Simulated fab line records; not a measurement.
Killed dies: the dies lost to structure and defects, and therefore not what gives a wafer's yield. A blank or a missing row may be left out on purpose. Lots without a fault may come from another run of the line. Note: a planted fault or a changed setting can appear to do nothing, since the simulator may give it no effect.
Struck lot and sound lot, side by side ; flow sky130 ; 14 out of 708 route steps
Sound: the wafers L373.1, L373.4, L373.5. Wafers struck: L386.3, L386.4, L386.6. The cause comes at the end.
Order at every step that has rows: each side's tool, ch and its chambers, its first start. Under that, the readings that differ: sound wafers ; struck wafers ; difference of the means ; sigmas: that difference in standard deviations of wafers without a fault.
alike: readings whose means differ by less than 2 such deviations, and words and numbers that are the same on both sides. not compared: withheld readings, readings that some wafer has no value for, bounds like >300 that may hide the same value, and numbers for which the record gives no deviation and whose values overlap.
The two part at a step that has a row with sigmas, a row that says differs or no value, or rows on one side only. When numbers do not overlap yet have no deviation, they are printed without sigmas and do not part them. A reading that every wafer of one side lacks parts them only if that side has two wafers or more.

first, 2 steps without rows for these wafers: SKY_METAL3_CLEAN_22 (cleans in O3/DIW); SKY_VIA3_HDPCVD_00 (deposits SiO2, target thk 1635 nm, time 272.5 s).
SKY_VIA3_THK_MEAS_01:
  sound on film metro-01 at day 38 21:16; struck on film metro-01 at day 42 19:20
  alike: VIA3_HDPCVD_THK
SKY_VIA3_CMP_02: polishes SiO2.
  sound on cmp-02 ch 0,2,3, day 38 21:23; struck on cmp-01 ch 1,3, day 42 19:25
  alike: motor current A
SKY_VIA3_BOW_MEAS_03:
  sound on film metro-01 at day 38 21:38; struck on film metro-04 at day 42 19:43
  alike: VIA3_BOW
then, 7 steps without rows for these wafers: SKY_VIA3_DEHYDRATE_04 (time 60 s); SKY_VIA3_HMDS_05 (prime time 60 s); SKY_VIA3_COAT_06 (resist thk 60 nm); SKY_VIA3_COAT_07 (resist thk 450 nm); SKY_VIA3_SOFTBAKE_08 (time 90 s); SKY_VIA3_EXPOSE_09 (exposes mask VIM3, target cd 200 nm); SKY_VIA3_PEB_10.
SKY_VIA3_DEVELOP_11: develop time 60 s.
  struck on litho track-01, day 43 18:00; sound on litho track-03 ch 0, day 39 21:00
  no value came back on the struck wafers for chill plate temp C (C), develop time s (s), exhaust pa (Pa); on the sound wafers chill plate temp C (C) reads 23.01 23.05 22.97
reading;sound;struck;difference;sigmas
model.KrF-thick_of_VIA3_COAT_07.thk nm (nm);435 435.4 436.2;450.9 449.9 451.1;+15.1;
SKY_VIA3_CD_MEAS_12: target cd 200 nm.
  sound on cd sem-01 at day 39 21:59; struck on cd sem-02 at day 43 18:11
reading;sound;struck;difference;sigmas
cd nm (nm);199.8 198.9 199.9;- - -;no value on the struck wafers;

## WHERE THEY PART
Last at SKY_VIA3_CD_MEAS_12 as far as this record goes, first at SKY_VIA3_DEVELOP_11.

WHY: what the simulator had put in
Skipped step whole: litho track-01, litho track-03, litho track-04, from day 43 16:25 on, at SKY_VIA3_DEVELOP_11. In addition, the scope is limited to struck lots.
